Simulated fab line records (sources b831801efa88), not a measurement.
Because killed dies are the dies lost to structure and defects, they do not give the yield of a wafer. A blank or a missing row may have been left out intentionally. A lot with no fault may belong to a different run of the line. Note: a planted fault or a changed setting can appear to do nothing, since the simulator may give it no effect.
fab line records	flow sky130
record lots=6	wafers=17	last_day=50
route steps=708 shown POLY_GATE@227 LDD_N@237 PAD_OPEN@708
lots that met no fault: from a run of the same line without faults
start_h: hours from the record's first day to the start of the lot's first wafer shown	wait_h: hours elapsed since this lot's preceding step	" as in the row above	L1.1+2: a single row standing in for several wafers	- value missing, or start not given	* or withheld: withheld	< > ~ a bound
route shown NAME@n: NAME is a module with steps in the file, n the number in the route of the first one	usual: mean and standard deviation over wafers with no fault	same: alike in all rows	chamber/n: place in a boat	sites: the reading at each site	_std_site: the standard deviation of these	_edge_site: mean of outer sites minus mean of inner sites	radius_mm: how far each site lies from the wafer's centre	mask NAME#n: copy n	behind: the tool/chamber that last shaped the wafer	hold: the reason the lot was held/the length of the hold in hours/how it ended	device: names the non-switching transistor (n, p or np)	end of line: at the end of the route, the tests of the same wafers	a step given without rows: its recipe and nothing more	killed: dies lost to structure and defects at the first sort, not the wafer's yield	map: the dies of a wafer, with x for killed, . for not killed, _ for no die there
set.NAME: setting as actually run; set.NAME@STEP: the setting as run at that earlier step	model.NAME: the simulator's own value behind a step, which no gauge read
lots at selected steps of the route; one table per step, one row per wafer
services: the hour from which a tool's chamber was out of use, counted from the record's first day as start_h (under 0 if before that day), plus the number of hours and why
## steps
# step SKY_POLY_GATE_CD_MEAS_13
# recipe target_cd_nm=150
# usual cd_nm=149.7/1.3
lot.wafer	tool	chamber	start_h	wait_h	cd_nm
L469.1	cd_sem-01	-	374.07	-	150.8
L469.5	"	-	"	"	150.9
L469.6	"	-	"	"	150.1
L475.1	cd_sem-01	-	441.52	-	150.3
L475.2	"	-	"	"	151.5
L475.3	"	-	"	"	150.6
L484.3	cd_sem-01	-	508.80	-	148.4
L484.4	"	-	"	"	149.3
L484.5	"	-	"	"	149.3
L483.4	cd_sem-01	-	512.43	-	150.0
L483.6	"	-	"	"	150.6
L488.3	cd_sem-02	-	561.85	-	147.7
L488.4	"	-	"	"	150.7
L488.5	"	-	"	"	148.9
L490.2	cd_sem-01	-	574.38	-	148.7
L490.4	"	-	"	"	150.3
L490.5	"	-	"	"	149.0
# step SKY_POLY_GATE_OVL_MEAS_14
# usual POLY_GATE_OVL=-3/6
lot.wafer	tool	chamber	start_h	wait_h	POLY_GATE_OVL[nm]
L469.1	overlay-02	-	374.19	0.1	-3
L469.5	"	-	"	"	-12
L469.6	"	-	"	"	-12
L475.1	overlay-01	-	441.64	0.1	-2
L475.2	"	-	"	"	-1
L475.3	"	-	"	"	1
L484.3	overlay-02	-	508.89	0.1	-2
L484.4	"	-	"	"	4
L484.5	"	-	"	"	4
L483.4	overlay-01	-	512.51	0.1	-2
L483.6	"	-	"	"	1
L488.3	overlay-01	-	561.94	0.1	7
L488.4	"	-	"	"	-12
L488.5	"	-	"	"	8
L490.2	overlay-01	-	574.48	0.1	1
L490.4	"	-	"	"	-7
L490.5	"	-	"	"	5
# step SKY_POLY_GATE_ETCH_15
# recipe chemistry=N2/H2	target=BARC	ion_energy_ev=200	source_w=500	bias_w=100	pressure_mtorr=30	n2_flow_sccm=100	h2_flow_sccm=200	stop_on=SiO2	time_s=118.5	target_depth_a=1100
# usual drypump_motor_current_A=5.6/0.49	oes_product_au=0.716/0.0047	rf_fwd_power_W=497.4/1.6	throttle_valve_pct=13.213/0.0092
lot.wafer	tool	chamber	start_h	wait_h	drypump_motor_current_A	oes_product_au	rf_fwd_power_W	rf_hours_counter_h	throttle_valve_pct
L469.1	rie_diel-01	2	374.23	0.0	5.9	0.710	497.3	6	13.225
L469.5	"	2	"	"	5.9	0.713	498.7	-	13.221
L469.6	"	3	"	"	5.4	0.714	496.4	-	13.197
L475.1	rie_diel-01	1	441.68	0.0	4.6	0.706	497.1	63	13.206
L475.2	"	3	"	"	5.4	0.714	495.2	2	13.217
L475.3	"	2	"	"	5.8	0.710	497.7	8	13.221
L484.3	rie_diel-01	0	508.91	0.0	5.6	0.722	498.3	8	13.211
L484.4	"	3	"	"	5.4	0.712	498.5	4	13.204
L484.5	"	0	"	"	5.6	0.721	497.5	-	13.210
L483.4	rie_diel-01	2	512.52	0.0	5.8	0.723	498.6	9	13.197
L483.6	"	3	"	"	5.4	0.716	497.3	-	13.229
L488.3	rie_diel-01	1	561.97	0.0	4.7	0.712	497.9	65	13.214
L488.4	"	1	"	"	4.7	0.724	495.8	-	13.215
L488.5	"	0	"	"	5.6	0.709	498.9	-	13.217
L490.2	rie_diel-02	1	574.51	0.0	5.6	0.717	498.2	12	13.200
L490.4	"	0	"	"	6.2	0.713	501.5	3	13.211
L490.5	"	1	"	"	5.6	0.714	496.4	-	13.213
# step SKY_POLY_GATE_ETCH_16
# recipe stop_on=poly-Si	chemistry=CH3F/O2	target=Si3N4	source_w=400	bias_w=80	pressure_mtorr=25	ch3f_flow_sccm=40	O2_flow_sccm=30	time_s=147.5	target_depth_a=750
# usual drypump_motor_current_A=5.6/0.49	oes_product_au=0.640/0.0053	rf_fwd_power_W=398.3/1.2	throttle_valve_pct=10.535/0.0091
lot.wafer	tool	chamber	start_h	wait_h	drypump_motor_current_A	oes_product_au	rf_fwd_power_W	rf_hours_counter_h	throttle_valve_pct
L469.1	rie_diel-01	2	374.31	0.0	5.9	0.645	397.4	6	10.536
L469.5	"	2	"	"	5.9	0.643	398.7	-	10.537
L469.6	"	3	"	"	5.4	0.641	397.4	-	10.537
L475.1	rie_diel-01	1	441.76	0.0	4.6	0.649	396.8	63	10.527
L475.2	"	3	"	"	5.4	0.645	398.0	2	10.540
L475.3	"	2	"	"	5.9	0.633	398.2	8	10.515
L484.3	rie_diel-01	0	509.00	0.0	5.6	0.637	397.9	8	10.537
L484.4	"	3	"	"	5.4	0.645	397.5	4	10.523
L484.5	"	0	"	"	5.6	0.645	398.1	-	10.536
L483.4	rie_diel-01	2	512.61	0.0	5.8	0.638	400.8	9	10.534
L483.6	"	3	"	"	5.3	0.628	397.1	-	10.547
L488.3	rie_diel-01	1	562.05	0.0	4.7	0.644	398.4	65	10.541
L488.4	"	1	"	"	4.7	0.641	400.2	-	10.543
L488.5	"	0	"	"	5.6	0.645	396.0	-	10.533
L490.2	rie_diel-02	1	574.60	0.0	5.6	0.634	398.8	12	10.532
L490.4	"	0	"	"	6.2	0.631	399.1	4	10.552
L490.5	"	1	"	"	5.6	0.632	399.8	-	10.539
# step SKY_POLY_GATE_ETCH_17
# recipe target_depth_nm=180	stop_on=SiO2	over_etch_frac=0.56667	chemistry=HBr/Cl2	target=poly-Si	icp_w=400	bias_w=100	pressure_mtorr=10	HBr_flow_sccm=150	Cl2_flow_sccm=50	time_s=70.5
# usual HBr_flow_sccm=150.0/0.43	drypump_motor_current_A=5.9/0.54	he_backside_leak_sccm=2.54/0.21	oes_product_au=0.985/0.0093	rf_fwd_power_W=396.8/1.3	throttle_valve_pct=33.683/0.0086
lot.wafer	tool	chamber	start_h	wait_h	HBr_flow_sccm	drypump_motor_current_A	he_backside_leak_sccm	oes_product_au	rf_fwd_power_W	rf_hours_counter_h	throttle_valve_pct
L469.1	rie_si-01	2	374.41	0.0	150.6	5.5	2.71	0.976	396.6	40	33.690
L469.5	"	1	"	"	150.0	5.9	2.56	1.000	394.6	-	33.703
L469.6	"	0	"	"	149.4	5.7	2.72	0.982	397.0	-	33.682
L475.1	rie_si-02	0	441.86	0.0	150.3	5.9	2.33	0.984	398.1	5	33.684
L475.2	"	2	"	"	150.4	6.5	2.58	0.981	396.2	23	33.679
L475.3	"	1	"	"	150.6	6.6	3.11	0.986	398.1	3	33.675
L484.3	rie_si-01	1	509.09	0.0	150.2	5.9	2.51	0.992	397.1	7	33.683
L484.4	"	3	"	"	149.8	4.8	2.39	0.989	397.2	2	33.684
L484.5	"	3	"	"	149.7	4.9	2.35	0.997	397.5	-	33.666
L483.4	rie_si-02	0	512.71	0.0	150.2	5.9	2.39	1.004	396.6	6	33.693
L483.6	"	0	"	"	150.6	5.9	3.41	0.997	395.7	-	33.681
L488.3	rie_si-02	1	562.15	0.0	150.2	6.6	2.69	0.988	398.0	4	33.687
L488.4	"	2	"	"	150.9	6.5	2.47	0.975	396.5	24	33.714
L488.5	"	1	"	"	149.7	6.5	2.76	0.989	396.8	-	33.672
L490.2	rie_si-02	2	574.69	0.0	150.2	6.5	2.39	0.977	396.8	24	33.687
L490.4	"	1	"	"	149.9	6.6	2.81	0.982	398.4	4	33.690
L490.5	"	3	"	"	151.1	6.2	2.36	0.985	399.5	-	33.684
# step SKY_POLY_GATE_STRIP_18
# recipe chemistry=O2/N2	power_w=1400	pressure_mtorr=1500	platen_temp_c=withheld	o2_flow_sccm=3000	n2_flow_sccm=300	overash_fraction=0.5
# usual drypump_motor_current_A=5.17/0.18	oes_product_au=0.361/0.005	strip_time_to_endpoint_s=3.16/0.046
lot.wafer	tool	chamber	start_h	wait_h	drypump_motor_current_A	oes_product_au	rf_hours_counter_h	strip_time_to_endpoint_s
L469.1	plasma_asher-04	1	374.46	0.0	5.16	0.356	69	3.13
L469.5	"	0	"	"	4.92	0.362	-	3.11
L469.6	"	1	"	"	5.16	0.358	-	3.22
L475.1	plasma_asher-04	0	441.91	0.0	4.90	0.360	76	3.20
L475.2	"	1	"	"	5.21	0.364	76	3.20
L475.3	"	1	"	"	5.18	0.360	-	3.10
L484.3	plasma_asher-03	1	509.18	0.1	5.16	0.360	-	3.09
L484.4	"	0	"	"	5.39	0.366	-	3.14
L484.5	"	1	"	"	5.17	0.360	-	3.09
L483.4	plasma_asher-02	0	512.80	0.1	5.09	0.355	-	3.06
L483.6	"	0	"	"	5.08	0.363	-	3.21
L488.3	plasma_asher-04	0	562.24	0.1	4.91	0.356	-	3.21
L488.4	"	1	"	"	5.21	0.366	-	3.24
L488.5	"	0	"	"	4.93	0.368	-	3.14
L490.2	plasma_asher-02	0	574.75	0.0	5.07	0.367	74	3.12
L490.4	"	1	"	"	5.41	0.361	-	3.14
L490.5	"	0	"	"	5.08	0.359	-	3.13
# step SKY_POLY_GATE_CLEAN_19
# recipe chemistry=SC1/SC2	mix=1:4:20	temp_c=70	time_s=150	dry=n2_spin
# step SKY_POLY_GATE_OXIDATION_20
# recipe temp_c=850	ambient=O2	stabilise_s=600	purge_s=300	target_thk_a=40	ox_time_s=899
# step SKY_POLY_GATE_THK_MEAS_21
# recipe reads=SiO2_of_POLY_GATE_OXIDATION_20
# usual POLY_GATE_OXIDATION_THK=3.99/0.069
lot.wafer	tool	chamber	start_h	wait_h	POLY_GATE_OXIDATION_THK[nm]
L469.1	film_metro-02	-	375.86	0.0	4.13
L469.5	"	-	"	"	4.10
L469.6	"	-	"	"	3.97
L475.1	film_metro-03	-	444.21	0.0	3.90
L475.2	"	-	"	"	3.96
L475.3	"	-	"	"	3.88
L484.3	film_metro-03	-	510.57	0.0	3.96
L484.4	"	-	"	"	3.99
L484.5	"	-	"	"	3.84
L483.4	film_metro-03	-	514.19	0.0	4.06
L483.6	"	-	"	"	3.92
L488.3	film_metro-04	-	563.62	0.0	4.07
L488.4	"	-	"	"	4.10
L488.5	"	-	"	"	4.01
L490.2	film_metro-04	-	576.16	0.0	4.03
L490.4	"	-	"	"	4.09
L490.5	"	-	"	"	4.03
# step SKY_POLY_GATE_CD_MEAS_22
# usual cd_nm=148.6/2.3
lot.wafer	tool	chamber	start_h	wait_h	cd_nm
L469.1	cd_sem-01	-	375.92	0.1	148.2
L469.5	"	-	"	"	147.7
L469.6	"	-	"	"	150.0
L475.1	cd_sem-02	-	444.27	0.1	151.9
L475.2	"	-	"	"	150.9
L475.3	"	-	"	"	150.9
L484.3	cd_sem-02	-	510.67	0.1	144.9
L484.4	"	-	"	"	149.1
L484.5	"	-	"	"	146.4
L483.4	cd_sem-02	-	514.31	0.1	146.7
L483.6	"	-	"	"	150.8
L488.3	cd_sem-01	-	563.72	0.1	145.5
L488.4	"	-	"	"	147.9
L488.5	"	-	"	"	147.3
L490.2	cd_sem-01	-	576.36	0.2	149.2
L490.4	"	-	"	"	150.9
L490.5	"	-	"	"	150.1
# step SKY_LDD_N_DEHYDRATE_00
# recipe temp_c=200	time_s=60
# step SKY_LDD_N_HMDS_01
# recipe prime_time_s=60	prime_temp_c=120
# step SKY_LDD_N_COAT_02
# recipe resist=NOVOLAK	spin_rpm=3000	resist_thk_nm=300
lot.wafer	tool	chamber	start_h	wait_h	model.NOVOLAK_of_LDD_N_COAT_02.thk_nm
L469.1	litho_track-03	0	389.21	0.1	301
L469.5	"	0	"	"	301.5
L469.6	"	0	"	"	301.1
L475.1	litho_track-02	0	459.52	0.1	300.4
L475.2	"	0	"	"	300.1
L475.3	"	0	"	"	300.7
L484.3	litho_track-02	0	525.77	0.1	310
L484.4	"	0	"	"	310.6
L484.5	"	0	"	"	299.9
L483.4	litho_track-02	0	528.89	0.1	310.9
L483.6	"	0	"	"	301.3
L488.3	litho_track-04	0	579.06	0.1	301
L488.4	"	0	"	"	301.3
L488.5	"	0	"	"	300.1
L490.2	litho_track-03	0	591.03	0.1	301.3
L490.4	"	0	"	"	300.5
L490.5	"	0	"	"	300.6
# step SKY_LDD_N_SOFTBAKE_03
# recipe temp_c=90	time_s=60	resist=NOVOLAK
# step SKY_LDD_N_EXPOSE_04
# recipe mask_id=NTM	target_cd_nm=840	na=0.6	source_shape=conventional	sigma_outer=0.6	dose_mj=110
# step SKY_LDD_N_PEB_05
# recipe temp_c=withheld	time_s=*	resist=NOVOLAK
# step SKY_LDD_N_DEVELOP_06
# recipe develop_time_s=60	dev_temp_c=23
lot.wafer	tool	chamber	start_h	wait_h	model.NOVOLAK_of_LDD_N_COAT_02.thk_nm
L469.1	litho_track-03	0	403.96	0.1	300.6
L469.5	"	0	"	"	301.1
L469.6	"	0	"	"	300.7
L475.1	litho_track-04	0	475.51	0.1	299.9
L475.2	"	0	"	"	299.7
L475.3	"	0	"	"	300.3
L484.3	litho_track-03	0	540.96	0.1	309.5
L484.4	"	0	"	"	310.2
L484.5	"	0	"	"	299.4
L483.4	litho_track-02	0	544.69	0.1	310.4
L483.6	"	0	"	"	300.9
L488.3	litho_track-02	0	593.47	0.1	300.6
L488.4	"	0	"	"	300.9
L488.5	"	0	"	"	299.7
L490.2	litho_track-03	0	606.13	0.1	300.9
L490.4	"	0	"	"	300.1
L490.5	"	0	"	"	300.2
# step SKY_LDD_N_OVL_MEAS_07
# usual LDD_N_OVL=0.5/1.5
lot.wafer	tool	chamber	start_h	wait_h	LDD_N_OVL[nm]
L469.1	overlay-02	-	404.11	0.1	-0.8
L469.5	"	-	"	"	0.5
L469.6	"	-	"	"	-1.9
L475.1	overlay-02	-	475.66	0.1	-2.8
L475.2	"	-	"	"	-1.6
L475.3	"	-	"	"	-0.7
L484.3	overlay-02	-	541.07	0.1	1.4
L484.4	"	-	"	"	0.8
L484.5	"	-	"	"	1.6
L483.4	overlay-02	-	544.79	0.1	2.2
L483.6	"	-	"	"	1.1
L488.3	overlay-01	-	593.58	0.1	4.0
L488.4	"	-	"	"	2.7
L488.5	"	-	"	"	3.7
L490.2	overlay-01	-	606.27	0.1	0.3
L490.4	"	-	"	"	0.6
L490.5	"	-	"	"	3.2
# step SKY_LDD_N_IMPLANT_08
# recipe species=As	energy_kev=20	dose_cm2=7.5e+13	tilt_deg=withheld	rotation_deg=23
# step SKY_LDD_N_IMPLANT_09
# recipe species=As	energy_kev=20	dose_cm2=7.5e+13	tilt_deg=withheld	rotation_deg=113
# step SKY_LDD_N_IMPLANT_10
# recipe species=As	energy_kev=20	dose_cm2=7.5e+13	tilt_deg=withheld	rotation_deg=203
# step SKY_LDD_N_IMPLANT_11
# recipe species=As	energy_kev=20	dose_cm2=7.5e+13	tilt_deg=withheld	rotation_deg=293
# step SKY_LDD_N_IMPLANT_12
# recipe species=BF2	energy_kev=50	dose_cm2=5e+12	tilt_deg=30	rotation_deg=0
# step SKY_LDD_N_IMPLANT_13
# recipe species=BF2	energy_kev=50	dose_cm2=5e+12	tilt_deg=30	rotation_deg=90
# step SKY_LDD_N_IMPLANT_14
# recipe species=BF2	energy_kev=50	dose_cm2=5e+12	tilt_deg=30	rotation_deg=180
# step SKY_LDD_N_IMPLANT_15
# recipe species=BF2	energy_kev=50	dose_cm2=5e+12	tilt_deg=30	rotation_deg=270
# step SKY_LDD_N_STRIP_16
# recipe chemistry=O2/N2	power_w=1400	pressure_mtorr=1500	platen_temp_c=withheld	o2_flow_sccm=3000	n2_flow_sccm=300	overash_fraction=0.5
# usual drypump_motor_current_A=5.3/0.53	oes_product_au=0.407/0.0041	strip_time_to_endpoint_s=4.321/0.014
lot.wafer	tool	chamber	start_h	wait_h	drypump_motor_current_A	oes_product_au	rf_hours_counter_h	strip_time_to_endpoint_s
L469.1	plasma_asher-04	1	405.35	0.1	5.2	0.403	72	4.338
L469.5	"	1	"	"	5.2	0.410	-	4.335
L469.6	"	0	"	"	4.9	0.412	-	4.330
L475.1	plasma_asher-01	0	476.90	0.1	5.9	0.410	35	4.317
L475.2	"	1	"	"	4.6	0.411	35	4.315
L475.3	"	1	"	"	4.6	0.414	-	4.312
L483.4	plasma_asher-04	1	546.04	0.1	5.2	0.412	-	4.469
L483.6	"	1	"	"	5.2	0.407	-	4.330
L484.3	plasma_asher-01	0	546.61	0.1	5.9	0.405	-	4.451
L484.4	"	1	"	"	4.6	0.415	-	4.454
L484.5	"	0	"	"	5.9	0.407	-	4.312
L488.3	plasma_asher-01	0	594.84	0.1	5.9	0.406	-	4.318
L488.4	"	1	"	"	4.7	0.408	-	4.335
L488.5	"	0	"	"	5.9	0.410	-	4.308
L490.2	plasma_asher-01	0	607.50	0.1	5.9	0.416	47	4.332
L490.4	"	1	"	"	4.7	0.405	-	4.329
L490.5	"	1	"	"	4.7	0.414	-	4.336
# step SKY_LDD_N_TW_MEAS_17
# usual LDD_N_TW=2586/11
lot.wafer	tool	chamber	start_h	wait_h	LDD_N_TW
L469.1	film_metro-01	-	405.45	0.1	2584
L469.5	"	-	"	"	2580
L469.6	"	-	"	"	2589
L475.1	film_metro-02	-	477.00	0.1	2591
L475.2	"	-	"	"	2579
L475.3	"	-	"	"	2575
L483.4	film_metro-04	-	546.13	0.1	2596
L483.6	"	-	"	"	2591
L484.3	film_metro-01	-	546.69	0.1	2600
L484.4	"	-	"	"	2587
L484.5	"	-	"	"	2581
L488.3	film_metro-02	-	594.92	0.1	2585
L488.4	"	-	"	"	2574
L488.5	"	-	"	"	2577
L490.2	film_metro-02	-	607.61	0.1	2571
L490.4	"	-	"	"	2594
L490.5	"	-	"	"	2606
# step SKY_PAD_OPEN_PROBE_99
# usual killed_at_M0_to_M3=43/6	killed_at_M4_up=3.2/1.9	killed_at_contacts=25/5.4	killed_at_front_end=15/4.5	killed_at_other=0.3/0.59	killed_dies=87/8.7	killed_open=47/6.7	killed_short=39/5.7
# same gross_dies=492	killed_at_back_side=0
lot.wafer	tool	chamber	start_h	wait_h	killed_at_M0_to_M3	killed_at_M4_up	killed_at_contacts	killed_at_front_end	killed_at_other	killed_dies	killed_open	killed_short
L488.3	prober-01	-	1208.69	0.2	40	2	29	8	0	79	52	27
L488.4	prober-01	-	1208.74	0.2	40	1	31	14	0	86	54	32
L488.5	prober-01	-	1208.79	0.2	52	1	36	14	1	104	50	54
# killed by level:class
L488.3 CONTACT:geometric_particle:open=13 VIA2:geometric_particle:open=8 LI_CONTACT:geometric_particle:open=8 VIA3:geometric_particle:open=7 VIA1:geometric_particle:open=6 VIA1:geometric_particle:short=5 CONTACT:geometric_particle:short=4 LOCAL_INTERCONNECT:geometric_particle:short=3
L488.4 CONTACT:geometric_particle:open=13 VIA1:geometric_particle:open=12 LI_CONTACT:geometric_particle:open=8 VIA1:geometric_particle:short=8 FIELD_ISO:geometric_particle:short=4 POLY_GATE:geometric_particle:open=4 LOCAL_INTERCONNECT:geometric_particle:short=4 VIA2:geometric_particle:open=4
L488.5 METAL2:geometric_particle:short=12 LI_CONTACT:geometric_particle:open=11 CONTACT:geometric_particle:open=11 VIA3:geometric_particle:open=8 VIA1:geometric_particle:open=7 LOCAL_INTERCONNECT:geometric_particle:short=6 METAL3:geometric_particle:short=5 CONTACT:geometric_particle:short=5
## services
tool	chamber	start_h	hours	kind
rie_diel-02	0	360.34	18.2	repair
plasma_asher-01	-	363.14	10.0	pm
rie_diel-02	3	371.66	6.3	repair
plasma_asher-01	-	373.34	5.6	repair
rie_diel-02	0	378.54	-	clean
rie_si-02	3	396.06	-	clean
rie_si-02	3	396.06	16.5	scheduled_down
rie_si-02	3	396.06	16.5	vent_cycle
rie_si-01	-	408.46	0.5	repair
plasma_asher-02	-	419.15	1.8	repair
plasma_asher-03	-	421.25	9.0	pm
rie_diel-02	1	441.75	4.1	repair
rie_diel-02	-	469.18	2.8	pm
rie_si-02	-	471.78	0.3	repair
rie_si-02	2	474.07	18.2	repair
plasma_asher-03	-	476.24	2.8	repair
rie_diel-02	1	492.64	1.3	repair
plasma_asher-03	-	513.85	1.7	repair
plasma_asher-02	-	528.27	0.7	repair
rie_diel-02	2	535.68	3.8	repair
rie_diel-01	3	550.73	14.6	repair
rie_si-01	1	554.35	3.5	repair
rie_diel-01	2	568.91	1.5	repair
rie_diel-02	0	607.38	2.1	repair
## key
first_sign step=SKY_LDD_N_STRIP_16	reading=strip_time_to_endpoint_s	direction=up	sigmas=9.9	usual=*	struck=*
effect none on later readings
model_effect step=SKY_LDD_N_COAT_02	value=NOVOLAK_of_LDD_N_COAT_02.thk_nm	without=301	struck=310.5
model_effect step=SKY_LDD_N_DEVELOP_06	value=NOVOLAK_of_LDD_N_COAT_02.thk_nm	without=300.6	struck=310.1
met_at SKY_LDD_N_COAT_02
struck_wafers L483.4,L484.3,L484.4
tester_left_out L483,L484
onset_between 459.52 525.77
fault kind=process_parameter_drift	tool=litho_track-02	chamber=-	onset_h=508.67	steps=SKY_LDD_N_COAT_02	channel=resist_thk_nm	offset=9.4714	shape=step	end_h=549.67	scope=struck_wafers_only	acts_in=these_recipes_only	stated=300
# tester_left_out: of these lots the tester's yield and bins aren't shown, on N5 and GAA mostly nor the transistor test; their killed dies are dies lost to structure and defects alone, not to doping, threshold or leakage, so they don't give the yield
